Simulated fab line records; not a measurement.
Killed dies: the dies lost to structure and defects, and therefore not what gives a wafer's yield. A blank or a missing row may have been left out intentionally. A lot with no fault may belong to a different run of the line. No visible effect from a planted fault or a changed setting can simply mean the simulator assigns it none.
8D (eight disciplines) problem report, filled in by code / flow gf180mcu / the parts of the form that need people (team, actions taken, sign-off) are left out

1. PROBLEM STATEMENT
Across 6 wafers from 2 lots, HV_LDD_2_TW at GF_HV_LDD_TW_MEAS_23 averages 1209, while fault-free wafers read 1055 with a standard deviation of 9.2. That is +17 standard deviations from the usual mean.
Seen first at day 12 17:23 on filmMetro-03, wafer L646.1. Wafers with a number at this step in the record: 42, from 14 lots. By rule, "out" or "out of limits" means more than 4 standard deviations away from the usual mean. The rest of the wafers with a number are treated as sound.

2. WHAT IT IS, WHAT IT ISN'T
question=which readings at this step | is=HV_LDD_2_TW | is not=-
question=which lots | is=L646, L647 | is not=L641, L642, L645, L649, L654, L655, L657, L658, L659, L661, L662, L663
question=which wafers of those lots | is=all that have a number | is not=-
question=read on which gauges | is=filmMetro-02, filmMetro-03 | is not=filmMetro-04
question=when | is=from day 12 17:23 | is not=up to then (9 sound wafers); but 27 sound wafers of L649, L654, L655, L657, L658, L659, L661, L662, L663 came after

3. SUSPECTS, AND WHAT RULES EACH OUT
Counting: any tool at a process step up to the reading is kept as a suspect provided that every lot that is out went through it and no sound lot did after the first of them.
- ruled out: the gauge at GF_HV_LDD_TW_MEAS_23. Those wafers that are out were read across 2 gauges (filmMetro-02, filmMetro-03).
- implanter-03 at GF_HV_LDD_IMPLANT_21: kept. It ran every lot that is out, first L646 (day 12 17:08), and no sound lot after that; its last sound lot up to then is L642 (day 11 07:35). On those wafers its own readings are out: doseIonsCm2, faradayCurrentUA.
Remaining after the count: implanter-03 at GF_HV_LDD_IMPLANT_21.

4. THE CAUSE (what the simulator had put in)
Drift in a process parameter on implanter-03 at GF_HV_LDD_IMPLANT_21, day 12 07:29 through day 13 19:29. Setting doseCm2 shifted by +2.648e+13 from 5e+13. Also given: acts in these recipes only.
Counting left only this tool.

5. SEQUENCE OF EFFECTS, ordered by route
One row per reading whose mean, taken over the struck wafers that have a number, lies over 3 standard deviations from the usual. Scope: only readings with a usual standard deviation given in the record; hours: median across lots of the time from each lot's start at the first step in this table that gives one to its start at this step; sigmas: change in usual standard deviations.
hours=0; step=GF_HV_LDD_IMPLANT_21; reading=doseIonsCm2; usual=4.998e+13; on struck wafers=7.646e+13; change=+2.648e+13; sigmas=+99 or more
hours=0; step=GF_HV_LDD_IMPLANT_21; reading=faradayCurrentUA; usual=282; on struck wafers=428; change=+146; sigmas=+27
hours=0; step=GF_HV_LDD_TW_MEAS_23; reading=HV_LDD_2_TW; usual=1055; on struck wafers=1209; change=+154; sigmas=+17
It contains these process steps:
- GF_HV_LDD_IMPLANT_21

6. WHAT WOULD HAVE CAUGHT IT SOONER
10 hours passed between the start of the fault at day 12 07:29 and the first reading out of limits at a measuring or inspecting step in this record, taken at day 12 17:23.
Tool's own readings at GF_HV_LDD_IMPLANT_21, doseIonsCm2, faradayCurrentUA: out on all struck wafers the step has rows for; an alarm limit on them would have tripped on the first.
Among the 2 lots that are out, L647 began GF_HV_LDD_IMPLANT_21 on implanter-03 after day 12 17:23. It would have been spared by a hold on the tool at that moment.
